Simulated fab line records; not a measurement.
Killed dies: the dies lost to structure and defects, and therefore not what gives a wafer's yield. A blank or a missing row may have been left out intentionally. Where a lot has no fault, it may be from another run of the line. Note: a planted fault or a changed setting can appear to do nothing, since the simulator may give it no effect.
2 desks looking at one fault / flow sky130 / every desk sees just its own numbers, and what lay behind them comes last

== THE METROLOGY DESK ==
Lot by lot, what the gauges showed, no matter which tool ran the lot: averages of those sampled wafers that carry a number. If a lot's mean is further than 4 standard deviations from the usual mean, the lot is out of limits and carries the mark OUT (the distance appears in the brackets).
Columns: A = PWDE_OVL at SKY_PWDE_OVL_MEAS_07, usual 0.3 nm; B = SPACER_CVD_00_THK at SKY_SPACER_THK_MEAS_01, usual 43.4 nm
lot=L922; first seen here=day 4 10:49; A=-0.0; B=43.4
lot=L927; first seen here=day 5 08:48; A=1.2; B=34.2 (-24) OUT
lot=L928; first seen here=day 5 09:19; A=0.4; B=33.9 (-25) OUT
lot=L935; first seen here=day 6 22:27; A=0.2; B=43.4
lot=L936; first seen here=day 7 05:38; A=-0.4; B=42.9
lot=L938; first seen here=day 7 23:39; A=1.5; B=43.3
lot=L942; first seen here=day 8 15:21; A=0.0; B=43.3
lot=L943; first seen here=day 9 00:26; A=-0.6; B=43.3
lot=L944; first seen here=day 9 09:50; A=-0.5; B=42.6
lot=L945; first seen here=day 9 15:48; A=0.2; B=43.4
This desk finds L927, L928 out of limits, with the earliest case on L927 at day 25 17:32 (SPACER_CVD_00_THK at SKY_SPACER_THK_MEAS_01). L922, L935, L936, L938, L942, L943, L944, L945: within limits.

== AT THE TOOL OWNER'S DESK: lpcvd-02 ==
The tool's own readings at SKY_SPACER_CVD_00 (deposits Si3N4 from DCS/NH3, target thk 43.1 nm, time 740 s): means of the sampled wafers that have a number, for each lot that ran on this tool. If a lot's mean is further than 4 standard deviations from the usual mean, the lot is out of limits and carries the mark OUT (the distance appears in the brackets).
Columns: A = pressure mtorr at SKY_SPACER_CVD_00, usual 249.9 mTorr; B = spike tc bottom C at SKY_SPACER_CVD_00, usual 792 C; C = spike tc centre C at SKY_SPACER_CVD_00, usual 771.0 C; D = spike tc lower C at SKY_SPACER_CVD_00, usual 769.8 C; E = spike tc top C at SKY_SPACER_CVD_00, usual 784.4 C; F = spike tc upper C at SKY_SPACER_CVD_00, usual 769.4 C; G = susceptor temp C at SKY_SPACER_CVD_00, usual 770.0 C
lot=L922; first seen here=day 24 00:20; A=249.6; B=796; C=769.6; D=769.6; E=785.6; F=769.9; G=770.0
lot=L927; first seen here=day 25 15:44; A=250.3; B=775 (-4.5) OUT; C=759.2 (-7.9) OUT; D=757.3 (-13) OUT; E=769.9 (-7.3) OUT; F=755.3 (-11) OUT; G=756.3 (-44) OUT
lot=L928; first seen here=day 25 19:38; A=249.4; B=775 (-4.4) OUT; C=759.1 (-7.9) OUT; D=756.4 (-14) OUT; E=771.3 (-6.6) OUT; F=755.6 (-11) OUT; G=756.4 (-44) OUT
lot=L935; first seen here=day 28 14:52; A=250.1; B=788; C=771.9; D=769.9; E=783.2; F=769.1; G=769.8
lot=L936; first seen here=day 28 17:25; A=250.1; B=796; C=769.6; D=769.6; E=786.1; F=770.4; G=770.3
lot=L938; first seen here=day 29 20:08; A=249.6; B=796; C=770.2; D=770.3; E=787.1; F=770.3; G=769.7
lot=L943; first seen here=day 30 23:12; A=250.7; B=788; C=771.0; D=769.5; E=783.4; F=768.5; G=770.2
lot=L942; first seen here=day 31 00:24; A=249.7; B=789; C=772.8; D=770.1; E=782.1; F=768.2; G=769.7
lot=L944; first seen here=day 31 05:13; A=249.6; B=788; C=773.1; D=770.6; E=782.0; F=768.5; G=769.8
lot=L945; first seen here=day 31 14:32; A=249.9; B=796; C=769.5; D=769.3; E=786.4; F=769.2; G=769.7
Finding of this desk: L927, L928 out of limits; the first was L927 at day 25 15:44, on spike tc bottom C at SKY_SPACER_CVD_00. L922, L935, L936, L938, L943, L942, L944, L945: within limits.

== ALL TOGETHER ==
At day 25 15:44, on L927, L928, the tool owner's desk was in a position to raise an alarm.
An alarm was possible from the metrology desk at day 25 17:32, on L927, L928.
SKY_SPACER_CVD_00 was run on lpcvd-02 by each of the lots named.

== WHAT HAD BEEN PUT IN BY THE SIMULATOR ==
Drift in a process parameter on lpcvd-02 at SKY_SPACER_CVD_00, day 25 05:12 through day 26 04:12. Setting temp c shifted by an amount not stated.
Shown lots that were struck: L927, L928.
Counting hours from when the fault started, the first reading out of limits came at 11 for the tool owner's desk and at 12 for the metrology desk.
